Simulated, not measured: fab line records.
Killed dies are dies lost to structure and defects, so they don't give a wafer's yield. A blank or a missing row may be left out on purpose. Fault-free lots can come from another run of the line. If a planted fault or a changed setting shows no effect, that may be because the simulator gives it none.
Struck lot and sound lot, side by side | flow sky130 | 14 out of 708 route steps
Sound: these wafers, L608.3, L608.4, L608.5. The struck wafers were L622.1, L622.2, L622.3. Last of all comes the cause.
Order at every step that has rows: each side's tool, ch and its chambers, its first start. Under that, the readings that differ: sound wafers | struck wafers | difference of the means | sigmas: that difference in standard deviations of wafers without a fault.
alike: a reading whose means differ by less than 2 such deviations, as well as words and numbers matching on both sides. not compared: withheld readings; readings where some wafer has no value; bounds like >300 that might hide an equal value; numbers whose values overlap and for which the record gives no deviation.
A row with sigmas, a row that says differs or no value, or rows on one side alone: a step with any of these is where the two part. When numbers do not overlap yet have no deviation, they are printed without sigmas and do not part them. A reading missing from all wafers of one side parts the sides only when that side holds two or more wafers.

first, 1 step without rows for these wafers: SKY_SONOS_ONO_OXIDATION_00 (stabilise 600 s, purge 300 s, target thk 2.6 nm).
SKY_SONOS_ONO_THK_MEAS_01:
  struck on filmMetro-04, day 16 22:59; sound on filmMetro-04, day 12 15:19
  alike: SONOS_ONO_OXIDATION_THK
then, 1 step without rows for these wafers: SKY_SONOS_ONO_CVD_02 (deposits Si3N4 from DCS/NH3, target thk 10.5 nm, time 180 s).
SKY_SONOS_ONO_THK_MEAS_03:
  struck on filmMetro-02, day 17 02:53; sound on filmMetro-04, day 12 16:25
  alike: SONOS_ONO_CVD_02_THK
then, 1 step without rows for these wafers: SKY_SONOS_ONO_CVD_04 (deposits SiO2 from SiH4/N2O, target thk 5.7199 nm).
SKY_SONOS_ONO_THK_MEAS_05:
  struck on filmMetro-01, day 17 04:11; sound on filmMetro-04, day 12 17:44
reading                   | sound          | struck         | difference | sigmas
SONOS_ONO_CVD_04_THK (nm) | 5.48 5.53 5.60 | 5.94 5.83 5.93 | +0.36      | +3
then, 6 steps without rows for these wafers: SKY_SONOS_ONO_DEHYDRATE_06 (time 60 s); SKY_SONOS_ONO_HMDS_07 (prime time 60 s); SKY_SONOS_ONO_COAT_08 (resist thk 1140 nm); SKY_SONOS_ONO_SOFTBAKE_09 (time 60 s); SKY_SONOS_ONO_EXPOSE_10 (exposes mask ONOM, target cd 410 nm); SKY_SONOS_ONO_PEB_11.
SKY_SONOS_ONO_DEVELOP_12: develop time 60 s.
  struck on lithoTrack-02, day 18 09:35; sound on lithoTrack-02 ch 0, day 13 18:14
  no value came back on the struck wafers for chillPlateTempC (C), developTimeS (s); on the sound wafers chillPlateTempC (C) reads 23.09 23.00 23.10
SKY_SONOS_ONO_CD_MEAS_13: target cd 410 nm.
  struck on cdSem-02, day 18 09:44; sound on cdSem-01, day 13 18:22
reading   | sound             | struck | difference                    | sigmas
cdNm (nm) | 412.6 412.5 413.5 | - - -  | no value on the struck wafers | 

## WHERE THEY PART
First at SKY_SONOS_ONO_THK_MEAS_05; last, within this record, at SKY_SONOS_ONO_CD_MEAS_13.

WHY: whatever the simulator had introduced
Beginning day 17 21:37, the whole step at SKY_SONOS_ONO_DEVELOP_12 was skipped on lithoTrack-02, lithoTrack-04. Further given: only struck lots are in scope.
